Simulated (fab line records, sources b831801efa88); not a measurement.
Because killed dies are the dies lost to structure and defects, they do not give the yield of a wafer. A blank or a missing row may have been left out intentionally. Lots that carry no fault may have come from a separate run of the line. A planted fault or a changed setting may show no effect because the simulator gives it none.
A sampling plan put to the test    flow gf180mcu    one fab line, 46 faults that these records tell of, each judged on the records of the lots that it struck
Plan = the line's own looks (route steps where a gauge or an inspection reads the wafer without altering it). A look is open to judgement when struck wafers have a number at it and the file gives its usual mean and standard deviation on fault-free wafers. Caught: at a look after the fault's first step, the mean of the struck wafers lies 4 or more of those standard deviations (sigma) from the usual mean. On the tool: here the same test is run on the tool's own readings at the fault's steps. Also counted as caught: the struck wafers showing another recipe, or a record that is empty for them alone.

== THE FAULTS, as the simulator had put them in ==
1. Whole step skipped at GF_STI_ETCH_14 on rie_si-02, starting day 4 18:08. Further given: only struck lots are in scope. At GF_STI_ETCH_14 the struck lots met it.
2. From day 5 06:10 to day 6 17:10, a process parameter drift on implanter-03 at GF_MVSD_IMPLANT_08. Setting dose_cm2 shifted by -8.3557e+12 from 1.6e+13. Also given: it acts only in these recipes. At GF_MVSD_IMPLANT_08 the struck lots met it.
3. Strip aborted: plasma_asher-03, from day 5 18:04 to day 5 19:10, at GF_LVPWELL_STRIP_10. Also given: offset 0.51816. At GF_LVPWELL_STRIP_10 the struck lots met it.
4. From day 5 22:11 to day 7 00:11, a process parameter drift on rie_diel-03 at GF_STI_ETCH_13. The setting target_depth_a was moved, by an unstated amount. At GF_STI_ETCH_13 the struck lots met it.
5. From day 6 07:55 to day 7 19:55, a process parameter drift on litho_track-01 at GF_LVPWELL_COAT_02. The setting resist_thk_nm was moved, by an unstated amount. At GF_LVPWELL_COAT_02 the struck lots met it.
6. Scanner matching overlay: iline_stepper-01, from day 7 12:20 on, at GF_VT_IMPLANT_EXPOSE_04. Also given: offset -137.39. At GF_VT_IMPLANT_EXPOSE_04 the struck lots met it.
7. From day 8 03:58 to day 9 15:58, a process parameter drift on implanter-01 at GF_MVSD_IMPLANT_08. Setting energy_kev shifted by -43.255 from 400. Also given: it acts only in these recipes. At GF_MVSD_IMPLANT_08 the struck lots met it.
8. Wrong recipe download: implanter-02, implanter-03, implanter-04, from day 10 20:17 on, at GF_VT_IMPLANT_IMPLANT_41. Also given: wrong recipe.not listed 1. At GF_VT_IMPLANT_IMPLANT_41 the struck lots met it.
9. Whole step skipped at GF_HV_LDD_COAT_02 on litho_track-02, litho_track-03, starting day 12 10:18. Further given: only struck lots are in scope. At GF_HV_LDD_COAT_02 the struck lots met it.
10. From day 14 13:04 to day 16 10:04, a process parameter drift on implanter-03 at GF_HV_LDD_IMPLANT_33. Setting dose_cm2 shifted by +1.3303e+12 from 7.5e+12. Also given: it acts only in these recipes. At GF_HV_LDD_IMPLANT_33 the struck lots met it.
11. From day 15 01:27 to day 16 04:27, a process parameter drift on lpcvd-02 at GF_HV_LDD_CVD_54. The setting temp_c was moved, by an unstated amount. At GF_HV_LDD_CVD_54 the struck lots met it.
12. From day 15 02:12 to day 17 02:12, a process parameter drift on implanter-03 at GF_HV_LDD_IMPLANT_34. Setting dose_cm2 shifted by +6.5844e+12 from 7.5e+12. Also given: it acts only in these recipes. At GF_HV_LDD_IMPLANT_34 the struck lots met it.
13. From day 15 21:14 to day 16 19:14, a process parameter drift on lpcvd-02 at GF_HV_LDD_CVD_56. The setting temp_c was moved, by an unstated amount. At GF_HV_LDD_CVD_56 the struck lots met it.
14. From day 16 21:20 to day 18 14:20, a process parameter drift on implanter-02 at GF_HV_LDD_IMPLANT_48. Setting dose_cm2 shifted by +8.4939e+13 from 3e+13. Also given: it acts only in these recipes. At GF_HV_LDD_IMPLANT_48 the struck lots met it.
15. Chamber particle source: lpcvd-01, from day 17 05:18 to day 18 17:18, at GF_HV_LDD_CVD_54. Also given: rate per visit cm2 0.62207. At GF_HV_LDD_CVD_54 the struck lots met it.
16. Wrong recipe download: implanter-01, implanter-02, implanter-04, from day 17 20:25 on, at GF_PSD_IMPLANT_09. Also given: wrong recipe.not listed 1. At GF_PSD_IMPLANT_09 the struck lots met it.
17. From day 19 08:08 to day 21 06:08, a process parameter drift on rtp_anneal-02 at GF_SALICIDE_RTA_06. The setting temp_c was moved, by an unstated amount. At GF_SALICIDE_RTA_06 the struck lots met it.
18. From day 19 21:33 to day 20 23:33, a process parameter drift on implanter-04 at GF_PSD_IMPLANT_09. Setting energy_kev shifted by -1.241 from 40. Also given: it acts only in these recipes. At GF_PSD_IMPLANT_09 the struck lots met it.
19. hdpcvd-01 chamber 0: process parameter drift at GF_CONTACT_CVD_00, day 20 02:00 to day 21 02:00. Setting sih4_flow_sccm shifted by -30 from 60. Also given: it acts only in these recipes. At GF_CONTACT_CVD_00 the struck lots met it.
20. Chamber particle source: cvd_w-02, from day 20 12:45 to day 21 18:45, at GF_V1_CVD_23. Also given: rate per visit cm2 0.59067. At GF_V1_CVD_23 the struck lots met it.
21. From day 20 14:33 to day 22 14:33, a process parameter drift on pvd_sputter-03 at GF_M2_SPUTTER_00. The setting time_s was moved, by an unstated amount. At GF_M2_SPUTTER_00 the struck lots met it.
22. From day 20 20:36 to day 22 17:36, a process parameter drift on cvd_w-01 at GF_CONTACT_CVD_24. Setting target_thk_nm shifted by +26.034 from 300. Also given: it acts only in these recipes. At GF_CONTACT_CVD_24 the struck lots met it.
23. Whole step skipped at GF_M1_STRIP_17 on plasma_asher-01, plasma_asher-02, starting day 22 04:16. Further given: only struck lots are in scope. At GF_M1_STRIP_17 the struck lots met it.
24. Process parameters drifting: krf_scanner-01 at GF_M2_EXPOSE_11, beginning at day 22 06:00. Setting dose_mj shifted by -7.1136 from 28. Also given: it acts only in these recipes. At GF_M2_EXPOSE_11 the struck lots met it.
25. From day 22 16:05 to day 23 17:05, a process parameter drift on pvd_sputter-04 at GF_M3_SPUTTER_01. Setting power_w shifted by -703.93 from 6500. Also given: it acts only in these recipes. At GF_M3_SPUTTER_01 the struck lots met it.
26. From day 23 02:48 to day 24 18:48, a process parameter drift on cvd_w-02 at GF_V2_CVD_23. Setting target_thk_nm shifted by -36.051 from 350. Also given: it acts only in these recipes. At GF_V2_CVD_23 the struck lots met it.
27. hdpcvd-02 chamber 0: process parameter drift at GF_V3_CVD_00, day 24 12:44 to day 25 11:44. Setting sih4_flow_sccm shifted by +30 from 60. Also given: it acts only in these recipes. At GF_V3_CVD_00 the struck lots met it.
28. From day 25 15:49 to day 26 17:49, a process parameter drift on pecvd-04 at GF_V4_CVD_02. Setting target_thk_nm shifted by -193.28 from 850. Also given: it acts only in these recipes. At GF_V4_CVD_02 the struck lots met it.
29. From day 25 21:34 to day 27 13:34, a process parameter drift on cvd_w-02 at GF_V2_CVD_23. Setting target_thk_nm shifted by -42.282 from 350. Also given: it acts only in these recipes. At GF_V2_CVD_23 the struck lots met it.
30. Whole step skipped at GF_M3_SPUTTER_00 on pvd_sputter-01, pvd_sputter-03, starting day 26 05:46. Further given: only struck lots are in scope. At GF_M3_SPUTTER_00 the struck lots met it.
31. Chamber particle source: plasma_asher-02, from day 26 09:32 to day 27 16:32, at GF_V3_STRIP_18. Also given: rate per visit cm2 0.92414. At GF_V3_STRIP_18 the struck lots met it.
32. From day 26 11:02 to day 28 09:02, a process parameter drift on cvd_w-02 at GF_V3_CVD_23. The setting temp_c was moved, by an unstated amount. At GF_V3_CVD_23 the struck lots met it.
33. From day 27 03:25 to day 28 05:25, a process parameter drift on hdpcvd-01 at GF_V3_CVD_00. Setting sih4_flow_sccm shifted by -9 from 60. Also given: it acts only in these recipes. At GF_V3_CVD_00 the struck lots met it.
34. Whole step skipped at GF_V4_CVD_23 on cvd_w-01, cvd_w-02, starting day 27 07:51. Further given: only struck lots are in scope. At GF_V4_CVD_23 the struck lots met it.
35. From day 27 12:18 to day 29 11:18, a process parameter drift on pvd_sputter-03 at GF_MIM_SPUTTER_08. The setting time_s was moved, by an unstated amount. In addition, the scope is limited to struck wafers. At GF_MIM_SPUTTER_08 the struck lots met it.
36. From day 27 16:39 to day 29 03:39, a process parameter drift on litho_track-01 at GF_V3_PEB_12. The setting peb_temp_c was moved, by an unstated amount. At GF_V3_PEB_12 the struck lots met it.
37. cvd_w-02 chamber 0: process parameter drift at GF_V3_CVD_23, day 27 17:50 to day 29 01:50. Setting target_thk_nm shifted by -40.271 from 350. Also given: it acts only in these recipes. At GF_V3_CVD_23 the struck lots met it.
38. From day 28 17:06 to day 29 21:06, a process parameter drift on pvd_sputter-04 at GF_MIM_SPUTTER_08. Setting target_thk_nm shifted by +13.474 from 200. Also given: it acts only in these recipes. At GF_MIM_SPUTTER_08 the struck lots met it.
39. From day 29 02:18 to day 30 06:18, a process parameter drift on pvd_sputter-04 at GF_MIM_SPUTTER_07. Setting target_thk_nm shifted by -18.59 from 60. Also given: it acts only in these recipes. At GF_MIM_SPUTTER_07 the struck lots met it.
40. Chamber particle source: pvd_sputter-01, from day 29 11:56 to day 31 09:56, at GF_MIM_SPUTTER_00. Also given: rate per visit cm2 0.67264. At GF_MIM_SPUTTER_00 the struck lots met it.
41. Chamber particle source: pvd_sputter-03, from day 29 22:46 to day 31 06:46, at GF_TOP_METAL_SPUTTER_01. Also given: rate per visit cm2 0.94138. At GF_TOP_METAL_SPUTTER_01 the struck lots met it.
42. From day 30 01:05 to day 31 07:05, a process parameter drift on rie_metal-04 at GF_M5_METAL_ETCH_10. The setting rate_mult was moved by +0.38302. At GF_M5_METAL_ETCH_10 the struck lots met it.
43. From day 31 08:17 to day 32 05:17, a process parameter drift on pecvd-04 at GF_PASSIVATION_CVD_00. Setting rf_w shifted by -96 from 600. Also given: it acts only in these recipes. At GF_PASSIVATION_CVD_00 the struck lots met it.
44. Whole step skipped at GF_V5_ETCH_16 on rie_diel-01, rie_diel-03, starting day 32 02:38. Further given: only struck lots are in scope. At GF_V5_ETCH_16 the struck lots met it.
45. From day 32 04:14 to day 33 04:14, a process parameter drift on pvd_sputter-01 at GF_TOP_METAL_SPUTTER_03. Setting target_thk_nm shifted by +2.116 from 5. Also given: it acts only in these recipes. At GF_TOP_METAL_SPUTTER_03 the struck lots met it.
46. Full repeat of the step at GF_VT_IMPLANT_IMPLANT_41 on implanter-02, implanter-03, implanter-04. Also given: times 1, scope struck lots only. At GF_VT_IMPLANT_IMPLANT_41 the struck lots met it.

== WHAT THE PLAN SAW ==
fault  on the tool itself                                first look that catches it                       reading, sigma                                                         median hours from its first step to that look  hours from the fault's start to the first struck lot there  judged looks passed uncaught
1      the tool's record is blank for the struck wafers  no look after it can be judged                   -                                                                      -                                              -                                                           0
2      dose_ions_cm2 -99 or beyond sigma                 GF_MVSD_TW_MEAS_11                               MVSD_TW -20                                                            0.4                                            7                                                           0
3      oes_product_au +49 sigma                          GF_MVSD_TW_MEAS_11                               MVSD_TW -15                                                            15.0                                           16                                                          0
4      oes_product_au -8.5 sigma                         none of the 2 looks that can be judged after it  -                                                                      -                                              -                                                           2
5      no reading that can be judged                     not the one look that can be judged after it     -                                                                      -                                              -                                                           1
6      under 2 sigma                                     GF_VT_IMPLANT_OVL_MEAS_07                        VT_IMPLANT_OVL -98                                                     7.8                                            11                                                          0
7      beam_energy_keV -99 or beyond sigma               GF_VT_IMPLANT_RS_MEAS_46                         MVSD_RS +8.6                                                           90.6                                           93                                                          1
8      no reading that can be judged                     GF_VT_IMPLANT_TW_MEAS_43                         VT_IMPLANT_4_TW -16                                                    0.2                                            5                                                           0
9      the tool's record is blank for the struck wafers  GF_HV_LDD_TW_MEAS_23                             HV_LDD_2_TW +99 or beyond                                              31.1                                           33                                                          1
10     dose_ions_cm2 +99 or beyond sigma                 not the one look that can be judged after it     strongest: HV_LDD_RS at GF_HV_LDD_RS_MEAS_53, -2.9                     -                                              -                                                           1
11     susceptor_temp_C +99 or beyond sigma              GF_HV_LDD_THK_MEAS_55                            HV_LDD_CVD_54_THK +61                                                  1.0                                            1                                                           0
12     dose_ions_cm2 +99 or beyond sigma                 GF_HV_LDD_TW_MEAS_38                             HV_LDD_3_TW +6.8                                                       0.5                                            10                                                          0
13     susceptor_temp_C -68 sigma                        GF_HV_LDD_THK_MEAS_57                            HV_LDD_CVD_56_THK -40                                                  1.4                                            6                                                           0
14     dose_ions_cm2 +99 or beyond sigma                 GF_HV_LDD_TW_MEAS_50                             HV_LDD_4_TW +68                                                        0.2                                            3                                                           0
15     under 2 sigma                                     none of the 2 looks that can be judged after it  -                                                                      -                                              -                                                           2
16     no reading that can be judged                     GF_PSD_TW_MEAS_11                                PSD_TW -27                                                             0.2                                            5                                                           0
17     wafer_temp_C_max -55 sigma                        no look after it can be judged                   -                                                                      -                                              -                                                           0
18     beam_energy_keV -95 sigma                         GF_PSD_RS_MEAS_15                                PSD_RS +5.6                                                            0.6                                            9                                                           0
19     sih4_flow_sccm -99 or beyond sigma                GF_CONTACT_THK_MEAS_01                           CONTACT_CVD_00_THK -42                                                 0.0                                            3                                                           0
20     under 2 sigma                                     not the one look that can be judged after it     -                                                                      -                                              -                                                           1
21     under 2 sigma                                     no look after it can be judged                   -                                                                      -                                              -                                                           0
22     under 2 sigma                                     GF_CONTACT_RS_MEAS_25                            CONTACT_W_RS -8.0                                                      0.1                                            4                                                           0
23     no reading that can be judged                     no look after it can be judged                   -                                                                      -                                              -                                                           0
24     exposure_dose_mJ_cm2 -59 sigma                    GF_M2_CD_MEAS_14                                 cd_nm +35                                                              10.6                                           15                                                          0
25     cathode_dc_power_W -99 or beyond sigma            no look after it can be judged                   -                                                                      -                                              -                                                           0
26     under 2 sigma                                     GF_V2_RS_MEAS_24                                 V2_W_RS +12                                                            0.1                                            7                                                           0
27     sih4_flow_sccm +99 or beyond sigma                GF_V3_THK_MEAS_01                                V3_CVD_00_THK +48                                                      0.1                                            2                                                           0
28     under 2 sigma                                     GF_V4_THK_MEAS_03                                V4_CVD_02_THK -14                                                      0.1                                            15                                                          0
29     under 2 sigma                                     GF_V2_RS_MEAS_24                                 V2_W_RS +14                                                            0.1                                            6                                                           0
30     the tool's record is blank for the struck wafers  none of the 2 looks that can be judged after it  -                                                                      -                                              -                                                           2
31     under 2 sigma                                     none of the 2 looks that can be judged after it  -                                                                      -                                              -                                                           2
32     susceptor_temp_C +40 sigma                        GF_V3_RS_MEAS_24                                 V3_W_RS -9.8                                                           0.1                                            5                                                           0
33     sih4_flow_sccm -47 sigma                          GF_V3_THK_MEAS_01                                V3_CVD_00_THK -13                                                      0.1                                            3                                                           0
34     the tool's record is blank for the struck wafers  GF_V4_RS_MEAS_24                                 V4_W_RS +99 or beyond                                                  0.1                                            2                                                           0
35     under 2 sigma                                     GF_MIM_RS_MEAS_10                                MIM_ALCU_RS -16                                                        0.1                                            5                                                           0
36     heater_power_total_W +35 sigma                    GF_V3_CD_MEAS_14                                 cd_nm +5.7                                                             0.3                                            5                                                           0
37     under 2 sigma                                     GF_V3_RS_MEAS_24                                 V3_W_RS +10                                                            0.1                                            18                                                          0
38     under 2 sigma                                     GF_MIM_RS_MEAS_10                                MIM_ALCU_RS -4.4                                                       0.1                                            5                                                           0
39     under 2 sigma                                     not the one look that can be judged after it     -                                                                      -                                              -                                                           1
40     under 2 sigma                                     not the one look that can be judged after it     -                                                                      -                                              -                                                           1
41     under 2 sigma                                     not the one look that can be judged after it     -                                                                      -                                              -                                                           1
42     under 2 sigma                                     no look after it can be judged                   -                                                                      -                                              -                                                           0
43     rf_fwd_power_W -45 sigma                          not the one look that can be judged after it     strongest: PASSIVATION_CVD_00_THK at GF_PASSIVATION_THK_MEAS_01, -3.0  -                                              -                                                           1
44     the tool's record is blank for the struck wafers  no look after it can be judged                   -                                                                      -                                              -                                                           0
45     under 2 sigma                                     no look after it can be judged                   -                                                                      -                                              -                                                           0
46     no reading that can be judged                     GF_VT_IMPLANT_TW_MEAS_43                         VT_IMPLANT_4_TW +14                                                    0.6                                            -                                                           0
Dash: fault not caught, or number not given in these records.

Caught at a look: 27 of 46. Caught on the tool: 24 of 46. By one or the other: 35 of 46.
Faults 1, 4, 10, 17, 25, 30, 43, 44 were caught on the tool alone.
Caught at a look alone: faults 6, 8, 16, 22, 26, 28, 29, 35, 37, 38, 46.
Caught by neither: faults 5, 15, 20, 21, 23, 31, 39, 40, 41, 42, 45.

== THINNER SAMPLING ==
Were the look that catches a fault to measure just every second or every third lot (counted by lot number), the first struck lot would, at worst, be measured this late:
fault  struck lots at that look, in order of time  every lot  every second lot  every third lot
2      L394, L396                                  7 h        may miss all 2    may miss all 2
3      L197                                        16 h       may miss it       may miss it
6      L743, L744                                  11 h       14 h              may miss all 2
7      L462, L464                                  93 h       may miss all 2    may miss all 2
8      L625, L626, L627, L628                      5 h        7 h               13 h
9      L690, L691, L692                            33 h       44 h              52 h
11     L812, L813                                  1 h        2 h               may miss all 2
12     L599, L600                                  10 h       18 h              may miss all 2
13     L807, L808                                  6 h        16 h              may miss all 2
14     L853, L855                                  3 h        may miss all 2    may miss all 2
16     L971, L972, L973, L974                      5 h        16 h              25 h
18     L820, L822                                  9 h        may miss all 2    may miss all 2
19     L434, L435                                  3 h        13 h              may miss all 2
22     L160, L161, L162                            4 h        10 h              19 h
24     L879, L885                                  15 h       may miss all 2    may miss all 2
26     L234, L236                                  7 h        may miss all 2    may miss all 2
27     L851, L852                                  2 h        9 h               may miss all 2
28     L587, L588                                  15 h       17 h              may miss all 2
29     L598, L600, L602                            6 h        may miss all 3    34 h
32     L992, L993                                  5 h        13 h              may miss all 2
33     L840, L842                                  3 h        may miss all 2    may miss all 2
34     L474, L475, L476                            2 h        9 h               16 h
35     L500                                        5 h        may miss it       may miss it
36     L622, L624                                  5 h        may miss all 2    may miss all 2
37     L926, L928                                  18 h       may miss all 2    may miss all 2
38     L388, L389                                  5 h        14 h              may miss all 2
Hours are from the fault's start to the first struck lot that is measured. The limit of 4 sigma was tested on all struck wafers together, so one lot alone may lie under it. Other struck lots may not be in these records.

== THE LONGEST TIMED WAY FROM STEP TO LOOK ==
Fault 7: a median of 90.6 hours passes between GF_MVSD_IMPLANT_08 and GF_VT_IMPLANT_RS_MEAS_46. The look between them that can be judged stayed within 4 sigma: GF_VT_IMPLANT_TW_MEAS_21.
